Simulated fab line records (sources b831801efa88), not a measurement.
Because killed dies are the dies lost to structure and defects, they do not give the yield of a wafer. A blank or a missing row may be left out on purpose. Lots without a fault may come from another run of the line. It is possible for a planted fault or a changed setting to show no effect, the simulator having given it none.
Struck lot and sound lot, side by side / flow sky130 / 15 steps out of a route of 708
Sound: wafers L241.2, L241.3, L241.6. Wafers L253.2, L253.3, L253.6 were the ones struck. The cause comes at the end.
Each step with rows lists, per side, the tool, then ch with its chambers, then its first start. Under that, the readings that differ: sound wafers / struck wafers / difference of the means / sigmas: that difference in standard deviations of wafers without a fault.
alike: readings whose means differ by less than 2 such deviations, and words and numbers that are the same on both sides. not compared: withheld readings, readings that some wafer has no value for, bounds like >300 that may hide the same value, and numbers for which the record gives no deviation and whose values overlap.
The two part at a step that has a row with sigmas, a row that says differs or no value, or rows on one side only. Non-overlapping numbers with no deviation appear without sigmas and do not part them. Lack of a reading on every wafer of one side parts them only where that side has two or more wafers.

SKY_VIA2_STRIP_16: strips in O2/N2.
  sound on plasma-asher-03 ch 0,1, day 36 19:10; struck on plasma-asher-02 ch 0,1, day 40 17:20
  alike: drypump-motor-current-A, oes-product-au, strip-time-to-endpoint-s
  not compared: rf-hours-counter-h
then, 3 steps without rows for these wafers: SKY_VIA2_STRIP_17 (strips in post etch residue remover, time 1200 s); SKY_VIA2_CLEAN_18 (cleans in IPA, time 180 s); SKY_VIA2_CLEAN_19 (cleans in O3/DIW).
SKY_VIA2_SPUTTER_20: material TiN, target thk 20 nm, time 80 s.
  struck on pvd-sputter-04, day 40 17:58; sound on pvd-sputter-02, day 36 19:46
reading=throttle-valve-pct (%); sound=30.7 31.5 31.5; struck=28.6 29.2 28.9; difference=-2.3; sigmas=-3
  alike: cathode-dc-power-W, chamber-pressure-pa
then, 1 step without rows for these wafers: SKY_VIA2_CVD_21 (deposits W, target thk 420 nm, time 126.4 s).
SKY_VIA2_RS_MEAS_22: a four-point-probe measurement.
  struck on film-metro-02, day 40 18:11; sound on film-metro-01, day 36 19:59
  alike: VIA2_W_RS
SKY_VIA2_THK_MEAS_23: measures by xrf.
  struck on film-metro-02, day 40 18:17; sound on film-metro-01, day 36 20:05
  alike: VIA2_W_THK
then, 1 step without rows for these wafers: SKY_VIA2_CMP_24 (polishes, stops on SiO2, t overpolish 20 s, target thk 0 nm).
SKY_METAL3_SPUTTER_00: material Ti, target thk 15 nm, time 10 s.
  struck on pvd-sputter-01, day 40 18:38; sound on pvd-sputter-04, day 36 20:26
  alike: cathode-dc-power-W, chamber-pressure-pa, throttle-valve-pct
SKY_METAL3_SPUTTER_01: material TiN, target thk 20 nm, time 16.7 s.
  struck on pvd-sputter-01, day 40 18:40; sound on pvd-sputter-04, day 36 20:28
  alike: cathode-dc-power-W, chamber-pressure-pa, throttle-valve-pct
then, 1 step without rows for these wafers: SKY_METAL3_SPUTTER_02 (material AlCu, target thk 735 nm, time 39.1 s).
SKY_METAL3_SPUTTER_03: material Ti, target thk 5 nm, time 3.3 s.
  struck on pvd-sputter-01, day 40 18:44; sound on pvd-sputter-04, day 36 20:32
  no value came back on the struck wafers for cathode-dc-power-W (W), chamber-pressure-pa (Pa), throttle-valve-pct (%); on the sound wafers cathode-dc-power-W (W) reads 2999.6 2999.9 2999.7
SKY_METAL3_SPUTTER_04: material TiN, target thk 70 nm, time 58.3 s.
  struck on pvd-sputter-01, day 40 18:45; sound on pvd-sputter-04, day 36 20:33
  alike: cathode-dc-power-W, chamber-pressure-pa, throttle-valve-pct
-- the record jumps here: 9 days lie between the struck wafers' starts before and after (it left off in module METAL3 and takes up again in module PAD_OPEN, whose first step shown is number 708 of the route) --
SKY_PAD_OPEN_PROBE_99:
  struck on prober-01, day 49 07:55; sound on prober-01, day 46 08:43
reading=model.etest.via3-chain.rc-ohm; sound=9.916 9.399 9.941; struck=11.72 11.24 11.92; difference=+1.87; sigmas=
  alike: defect-limited-yield, killed_at_M0_to_M3, killed_at_M4_up, killed-at-contacts, killed-at-front-end, killed-at-other, killed-dies, killed-open, killed-short, sort_bin_3_pad_short, sort_bin_5_function, sort_bin_6_memory, sort-n-pass, sort-yield-pct

WHERE THEY PART
Last at SKY_METAL3_SPUTTER_03 as far as this record goes, first at SKY_VIA2_SPUTTER_20. Later steps at which nothing parts them and some readings are alike: SKY_METAL3_SPUTTER_04, SKY_PAD_OPEN_PROBE_99.

WHY: what the simulator had put in
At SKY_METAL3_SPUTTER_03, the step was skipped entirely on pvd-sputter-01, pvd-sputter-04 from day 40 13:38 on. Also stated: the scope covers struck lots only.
